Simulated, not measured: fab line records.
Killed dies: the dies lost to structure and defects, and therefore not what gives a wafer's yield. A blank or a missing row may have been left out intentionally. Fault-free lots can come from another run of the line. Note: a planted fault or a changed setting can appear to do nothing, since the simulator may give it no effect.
Tool commonality check -- flow gf180mcu -- Sample size 13 lots and 39 wafers

## WHY THIS WAS OPENED
At GF_VT_IMPLANT_TW_MEAS_43 the reading VT_IMPLANT_4_TW is flagged on 2 of 13 lots. Fault-free wafers read 698, with a standard deviation of 10.
Rule: flag the lot when none of its wafers has a number, or when each of its wafers that has one lies beyond 4 standard deviations from that mean. As for the other lots, they are considered sound.

lot,measured,on,"VT_IMPLANT_4_TW, wafer by wafer",flag
L261,day 7 20:43,film-metro-02,679 682 684,
L263,day 8 01:54,film-metro-03,701 701 704,
L262,day 8 04:52,film-metro-02,685 681 684,
L264,day 8 08:34,film-metro-03,704 700 701,
L265,day 8 19:10,film-metro-03,702 701 702,
L267,day 9 05:48,film-metro-01,701 698 704,
L268,day 9 10:01,film-metro-03,711 708 706,
L269,day 9 16:16,film-metro-01,699 699 699,
L270,day 10 00:06,film-metro-02,680 678 679,
L271,day 10 08:10,film-metro-01,869 872 873,FLAGGED
L272,day 10 15:09,film-metro-03,706 703 704,
L279,day 12 18:19,film-metro-01,878 883 881,FLAGGED
L284,day 14 01:37,film-metro-01,701 697 701,
The mean of the flagged lots' numbers is 876, +178 from the usual (+18 standard deviations).

## TOOL THAT RAN EACH LOT
Before the reading, the record contains 2 process steps out of a 602-step route. Read each cell as the tool, then ch plus the chambers that the sampled wafers visited, then the start.
lot,flag,GF_STI_ETCH_13,GF_VT_IMPLANT_IMPLANT_41
L261,,"rie-diel-02 ch 0,2,3, day 2 01:08","implanter-03 ch 0, day 7 20:29"
L263,,"rie-diel-01 ch 0,2,3, day 2 11:53","implanter-03 ch 0, day 8 01:39"
L262,,"rie-diel-01 ch 1,2,3, day 2 06:20","implanter-04 ch 0, day 8 04:37"
L264,,"rie-diel-04 ch 2,3, day 2 16:38","implanter-03 ch 0, day 8 08:20"
L265,,"rie-diel-04 ch 1,2,3, day 3 00:47","implanter-03 ch 0, day 8 18:56"
L267,,"rie-diel-01 ch 0,1,3, day 3 09:14","implanter-04 ch 0, day 9 05:33"
L268,,"rie-diel-02 ch 2,3, day 3 13:11","implanter-04 ch 0, day 9 09:48"
L269,,"rie-diel-04 ch 0,3, day 3 18:47","implanter-03 ch 0, day 9 16:01"
L270,,"rie-diel-01 ch 1,2,3, day 3 23:53","implanter-04 ch 0, day 9 23:51"
L271,FLAGGED,"rie-diel-04 ch 0,1,2, day 4 04:44","implanter-03 ch 0, day 10 07:37"
L272,,"rie-diel-02 ch 1,2,3, day 4 10:11","implanter-03 ch 0, day 10 14:54"
L279,FLAGGED,"rie-diel-01 ch 0,2,3, day 5 23:29","implanter-01 ch 0, day 12 17:45"
L284,,"rie-diel-02 ch 0,1,2, day 7 00:29","implanter-03 ch 0, day 14 01:23"
What is done by these steps:
- GF_STI_ETCH_13: etches the open film in CHF3/O2, stops on Si, target depth 282.31 nm, time 112.9 s.
- GF_VT_IMPLANT_IMPLANT_41
- GF_VT_IMPLANT_TW_MEAS_43

## FLAGGED OVER TOTAL, TOOL BY TOOL (the gauges that took the reading come last)
step,tool,lots run,flagged,share of the flagged lots,sound lots run after its first flagged lot
GF_STI_ETCH_13,rie-diel-01,5,1,some,0
GF_STI_ETCH_13,rie-diel-02,4,0,none,-
GF_STI_ETCH_13,rie-diel-04,4,1,some,0
GF_VT_IMPLANT_IMPLANT_41,implanter-01,1,1,some,0
GF_VT_IMPLANT_IMPLANT_41,implanter-03,8,1,some,"2 (L272,L284)"
GF_VT_IMPLANT_IMPLANT_41,implanter-04,4,0,none,-
GF_VT_IMPLANT_TW_MEAS_43,film-metro-01,5,2,all,1 (L284)
GF_VT_IMPLANT_TW_MEAS_43,film-metro-02,3,0,none,-
GF_VT_IMPLANT_TW_MEAS_43,film-metro-03,5,0,none,-

## WHAT IS ALLOWED BY THE TABLE
Rows of the table that ran each flagged lot: 1, that is film-metro-01 at GF_VT_IMPLANT_TW_MEAS_43.
- film-metro-01 at GF_VT_IMPLANT_TW_MEAS_43 ran 5 lots, 2 of them flagged. Lots that were sound ran on it after the first flagged one (L284); a persistent fault on the entire tool would not allow that.
Not one row of the table ran every flagged lot while running no sound lot after the first.

## WHAT WAS PUT IN BY THE SIMULATOR
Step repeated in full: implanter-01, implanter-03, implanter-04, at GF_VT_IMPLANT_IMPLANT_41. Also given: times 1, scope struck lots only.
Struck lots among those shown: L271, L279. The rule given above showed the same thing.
